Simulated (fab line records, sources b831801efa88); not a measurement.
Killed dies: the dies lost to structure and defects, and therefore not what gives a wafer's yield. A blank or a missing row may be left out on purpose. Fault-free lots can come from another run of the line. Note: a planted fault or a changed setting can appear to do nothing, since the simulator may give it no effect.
Commonality check across tools    flow gf180mcu    Sample size 13 lots and 39 wafers

== WHY IT WAS OPENED ==
2 of 13 lots carry a flag on the reading MVPSD_RS at GF_VT_IMPLANT_RS_MEAS_49. No-fault wafers: 1170.2 ohm/sq, standard deviation 2.6.
Rule: a lot is flagged when every wafer of it that has a number lies more than 4 standard deviations from that mean, or none has a number. All remaining lots are regarded as sound.

lot   measured      on             MVPSD_RS (ohm/sq), wafer by wafer  flag
L620  day 7 12:51   film metro-03  1169.2 1168.4 1169.4               
L621  day 7 19:46   film metro-02  1173.3 1174.4 1171.1               
L622  day 8 03:05   film metro-03  1173.3 1169.5 1172.1               
L623  day 8 10:56   film metro-03  1169.1 1168.2 1166.0               
L625  day 9 01:31   film metro-04  1167.7 1170.7 1170.5               
L630  day 10 08:55  film metro-04  1229.8 1226.2 1227.4               FLAGGED
L631  day 10 18:08  film metro-04  1223.3 1224.1 1224.4               FLAGGED
L636  day 12 01:27  film metro-04  1171.6 1175.0 1173.1               
L637  day 12 07:58  film metro-02  1177.0 1175.5 1173.6               
L639  day 12 22:13  film metro-02  1171.6 1166.5 1171.8               
L640  day 13 04:37  film metro-03  1170.5 1170.3 1173.3               
L641  day 13 12:29  film metro-02  1169.7 1169.2 1168.9               
L642  day 13 20:25  film metro-04  1173.5 1175.0 1173.0               
The mean of the flagged lots' numbers is 1225.9 ohm/sq, +55.7 ohm/sq from the usual (+21 standard deviations).

== TOOL THAT RAN EACH LOT ==
The record holds 1 process step before the reading, out of a route of 602 steps. Cell contents, in order: the tool; ch with the chambers the sampled wafers went through; the start.
lot   flag     GF_MVPSD_IMPLANT_08
L620           implanter-03 ch 0, day 4 23:59
L621           implanter-03 ch 0, day 5 05:46
L622           implanter-01 ch 0, day 5 12:04
L623           implanter-04 ch 0, day 5 18:22
L625           implanter-01 ch 0, day 6 07:42
L630  FLAGGED  implanter-01 ch 0, day 7 11:58
L631  FLAGGED  implanter-01 ch 0, day 7 19:49
L636           implanter-03 ch 0, day 8 23:56
L637           implanter-04 ch 0, day 9 06:58
L639           implanter-03 ch 0, day 9 18:56
L640           implanter-03 ch 0, day 10 00:31
L641           implanter-01 ch 0, day 10 07:23
L642           implanter-01 ch 0, day 10 14:35
What is done by these steps:
- GF_MVPSD_IMPLANT_08
- GF_VT_IMPLANT_RS_MEAS_49: measures by four-point-probe.

== FLAGGED AGAINST TOTAL, ONE TOOL AT A TIME (gauges that did the reading follow at the end) ==
step                      tool           lots run  flagged  share of the flagged lots  sound lots run after its first flagged lot
GF_MVPSD_IMPLANT_08       implanter-01   6         2        all                        2 (L641,L642)
GF_MVPSD_IMPLANT_08       implanter-03   5         0        none                       -
GF_MVPSD_IMPLANT_08       implanter-04   2         0        none                       -
GF_VT_IMPLANT_RS_MEAS_49  film metro-02  4         0        none                       -
GF_VT_IMPLANT_RS_MEAS_49  film metro-03  4         0        none                       -
GF_VT_IMPLANT_RS_MEAS_49  film metro-04  5         2        all                        2 (L636,L642)

== WHAT THE TABLE ALLOWS ==
Table rows that saw every flagged lot: 2, namely implanter-01 at GF_MVPSD_IMPLANT_08 and film metro-04 at GF_VT_IMPLANT_RS_MEAS_49.
- implanter-01 at GF_MVPSD_IMPLANT_08 ran 6 lots, 2 of them flagged. Sound lots followed the first flagged one (L641, L642) on it, something a lasting fault affecting the whole tool could not allow.
- film metro-04 at GF_VT_IMPLANT_RS_MEAS_49 ran 5 lots, 2 of them flagged. Sound lots followed the first flagged one (L636, L642) on it, something a lasting fault affecting the whole tool could not allow.
Not one row of the table ran every flagged lot while running no sound lot after the first.

== WHAT WAS PUT IN BY THE SIMULATOR ==
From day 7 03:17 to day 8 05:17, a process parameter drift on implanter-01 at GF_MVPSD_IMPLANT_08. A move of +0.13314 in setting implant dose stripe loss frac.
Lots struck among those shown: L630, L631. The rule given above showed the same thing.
